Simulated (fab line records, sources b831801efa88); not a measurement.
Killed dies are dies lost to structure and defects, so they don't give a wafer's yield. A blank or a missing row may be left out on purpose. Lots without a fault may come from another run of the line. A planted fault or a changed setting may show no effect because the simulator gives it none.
Chamber matching | flow gf180mcu | GF_V2_CMP_26 on cmp-01: 4 sister chambers
The step polishes, stops on SiO2, t overpolish 15 s, target thk 0 nm. 22 wafers are shown with their chamber, then 11 later ones without.

WAFERS WITH THEIR CHAMBER
wafer  | chamber | motor_current_A (A) | time_to_endpoint_s (s) | overpolish_run_s (s)
L074.1 | 2       | 10.1                | 87                     | 15.000
L074.4 | 1       | 10.7                | 85                     | 15.013
L074.5 | 1       | 10.1                | 88                     | 15.017
L075.2 | 3       | 9.8                 | 81                     | 14.997
L075.3 | 2       | 10.0                | 87                     | 15.003
L075.6 | 0       | 9.6                 | 84                     | 15.010
L080.1 | 0       | 9.7                 | 89                     | 14.984
L080.5 | 2       | 10.1                | 89                     | 14.999
L080.6 | 3       | 9.6                 | 84                     | 15.003
L084.1 | 1       | 11.0                | 89                     | 14.999
L084.2 | 3       | 9.6                 | 83                     | 14.990
L084.6 | 3       | 9.5                 | 87                     | 14.992
L085.4 | 2       | 10.3                | 85                     | 15.011
L085.5 | 3       | 9.3                 | 89                     | 14.999
L085.6 | 0       | 9.8                 | 86                     | 15.011
L088.2 | 0       | 9.7                 | 80                     | 14.994
L088.3 | 2       | 10.1                | 83                     | 15.032
L088.5 | 0       | 9.7                 | 79                     | 15.004
L090.1 | 2       | 10.7                | 83                     | 14.986
L090.2 | 3       | 10.0                | 83                     | 15.012
L090.5 | 0       | 9.5                 | 81                     | 14.995
L091.1 | 2       | 11.0                | 86                     | 14.996

SIGNATURES (means of the wafers above)
reading            | chamber 0 | chamber 1 | chamber 2 | chamber 3 | scatter within a chamber
motor_current_A    | 9.667     | 10.600    | 10.329    | 9.633     | 0.3
time_to_endpoint_s | 83.17     | 87.33     | 85.71     | 84.50     | 2.95
overpolish_run_s   | 14.99967  | 15.00967  | 15.00386  | 14.99883  | 0.0113
Rule: a wafer's distance from a chamber is the root of the sum, over the readings, of the square of ((its reading less the chamber's mean) divided by the reading's scatter). The wafer belongs to the nearest chamber; if the next one is less than 2 further off, it can't be placed. The scatter: the root of (the sum of the squares of (reading less its chamber's mean) over the shown wafers, divided by (wafers less chambers)).

WAFERS WITHOUT THEIR CHAMBER
wafer  | motor_current_A (A) | time_to_endpoint_s (s) | overpolish_run_s (s)
L091.5 | 9.7                 | 83                     | 14.989
L091.6 | 10.4                | 83                     | 15.007
L093.1 | 10.4                | 83                     | 14.997
L093.4 | 9.6                 | 80                     | 15.030
L093.6 | 10.3                | 86                     | 15.013
L094.1 | 10.6                | 86                     | 14.988
L094.2 | 9.7                 | 89                     | 15.015
L094.3 | 9.6                 | 81                     | 15.003
L095.1 | 10.6                | 94                     | 15.003
L095.3 | 9.6                 | 89                     | 14.991
L095.4 | 9.9                 | 82                     | 15.007

WHICH CHAMBER EACH WENT THROUGH
wafer  | from the rows above               | in truth
L091.5 | can't be placed: 0 or 3 or 2      | 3
L091.6 | can't be placed: 2 or 1 or 0 or 3 | 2
L093.1 | can't be placed: 2 or 1 or 0 or 3 | 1
L093.4 | can't be placed: 0 or 3 or 2 or 1 | 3
L093.6 | can't be placed: 2 or 1 or 3 or 0 | 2
L094.1 | can't be placed: 2 or 1 or 3 or 0 | 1
L094.2 | can't be placed: 3 or 0 or 2 or 1 | 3
L094.3 | can't be placed: 0 or 3           | 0
L095.1 | can't be placed: 1 or 2           | 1
L095.3 | can't be placed: 3 or 0 or 2      | 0
L095.4 | can't be placed: 0 or 3 or 2 or 1 | 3
Placed correctly: 0 of 11. Can't be placed from these rows: 11 (the true chamber is among the candidates in 11). Placed wrongly: 0.
